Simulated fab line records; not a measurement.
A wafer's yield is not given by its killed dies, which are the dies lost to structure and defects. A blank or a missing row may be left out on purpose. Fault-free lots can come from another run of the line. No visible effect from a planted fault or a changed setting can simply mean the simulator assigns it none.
A lot that was struck, set against a sound lot / flow gf180mcu / 20 steps out of a route of 602
Sound: the wafers L155.1, L155.4, L155.5. Struck: wafer L145.5. (L145.1 of the same lot was not struck and is left out.) The cause comes at the end.
Each step with rows lists, per side, the tool, then ch with its chambers, then its first start. Under that, the readings that differ: sound wafers / struck wafers / difference of the means / sigmas: that difference in standard deviations of wafers without a fault.
alike: readings whose means differ by less than 2 such deviations, and words and numbers that are the same on both sides. not compared: withheld readings, readings that some wafer has no value for, bounds like >300 that may hide the same value, and numbers for which the record gives no deviation and whose values overlap.
Wherever a step has rows on one side only, a row that says differs or no value, or a row with sigmas, the two part there. Numbers that have no deviation but don't overlap get no sigmas and don't part them. A reading missing from all wafers of one side parts the sides only when that side holds two or more wafers.

first, 1 step without rows for these wafers: GF_DUAL_GATE_WET_ETCH_12 (etches SiO2 in dHF, target depth 13 nm, time 260 s).
GF_DUAL_GATE_STRIP_13: strips in O2/N2.
  sound on plasma-asher-04 ch 0,1, day 13 10:56; struck on plasma-asher-03 ch 0, day 10 16:18
reading=strip-time-to-endpoint-s (s); sound=12.66 12.64 12.64; struck=12.56; difference=-0.09; sigmas=-3
  alike: drypump-motor-current-A, heater-power-w, oes-product-au
  not compared: rf-hours-counter-h
then, 3 steps without rows for these wafers: GF_DUAL_GATE_CLEAN_14 (cleans in SC1/SC2, time 150 s); GF_DUAL_GATE_OXIDATION_15 (stabilise 600 s, purge 300 s, target thk 7.098 nm); GF_POLY_GATE_CVD_00 (deposits poly-Si, target thk 200 nm, time 1200 s).
GF_POLY_GATE_THK_MEAS_01:
  sound on film-metro-02 at day 13 13:59; struck on film-metro-04 at day 10 20:34
  alike: POLY_GATE_CVD_00_THK
then, 6 steps without rows for these wafers: GF_POLY_GATE_DEHYDRATE_02 (time 60 s); GF_POLY_GATE_HMDS_03 (prime time 60 s); GF_POLY_GATE_COAT_04; GF_POLY_GATE_COAT_05 (resist thk 700 nm); GF_POLY_GATE_SOFTBAKE_06 (time 60 s); GF_POLY_GATE_EXPOSE_07 (exposes mask Poly2, target cd 280 nm).
GF_POLY_GATE_PEB_08: peb time 90 s.
  sound on litho-track-02 ch 0, day 14 10:59; struck on litho-track-03 ch 0, day 11 14:01
reading=heater-power-total-W (W); sound=85.83 85.56 85.59; struck=94.74; difference=+9.08; sigmas=+99 or more
then, 1 step without rows for these wafers: GF_POLY_GATE_DEVELOP_09 (develop time 60 s).
GF_POLY_GATE_CD_MEAS_10: target cd 280 nm.
  sound on cd-sem-01 at day 14 11:20; struck on cd-sem-01 at day 11 14:22
reading=cd-nm (nm); sound=277.2 278.7 277.6; struck=285.6; difference=+7.8; sigmas=+8
GF_POLY_GATE_OVL_MEAS_11:
  sound on overlay-01 at day 14 11:28; struck on overlay-02 at day 11 14:29
  alike: POLY_GATE_OVL
GF_POLY_GATE_ETCH_12: etches BARC in N2/H2.
  sound on rie-diel-04 ch 2,3, day 14 11:30; struck on rie-diel-02 ch 2, day 11 14:31
reading=model.POLY_GATE.cd-nm (nm); sound=276.7 278.1 276.4; struck=285.5; difference=+8.4; sigmas=
  alike: drypump-motor-current-A, oes-product-au, throttle-valve-pct
GF_POLY_GATE_ETCH_13: etches poly-Si in HBr/Cl2, stops on SiO2, target depth 198.5 nm, time 69.6 s.
  sound on rie-si-01 ch 0,1,2, day 14 11:33; struck on rie-si-02 ch 3, day 11 14:34
reading=model.POLY_GATE.cd-nm (nm); sound=277.6 280.5 275.9; struck=285; difference=+7; sigmas=
  alike: drypump-motor-current-A, he-backside-leak-sccm, oes-product-au, throttle-valve-pct
  not compared: rf-hours-counter-h
GF_POLY_GATE_STRIP_14: strips in O2/N2.
  sound on plasma-asher-01 ch 0,1, day 14 11:37; struck on plasma-asher-03 ch 0, day 11 14:38
  alike: drypump-motor-current-A, heater-power-w, oes-product-au
  not compared: rf-hours-counter-h
GF_PASSIVATION_PROBE_99:
  the record has rows for the sound wafers here (prober-01, day 33 21:48) and none for the struck ones

WHERE THEY PART
At GF_DUAL_GATE_STRIP_13 first; at GF_PASSIVATION_PROBE_99 last (within this record only).

WHY: what had been put in by the simulator
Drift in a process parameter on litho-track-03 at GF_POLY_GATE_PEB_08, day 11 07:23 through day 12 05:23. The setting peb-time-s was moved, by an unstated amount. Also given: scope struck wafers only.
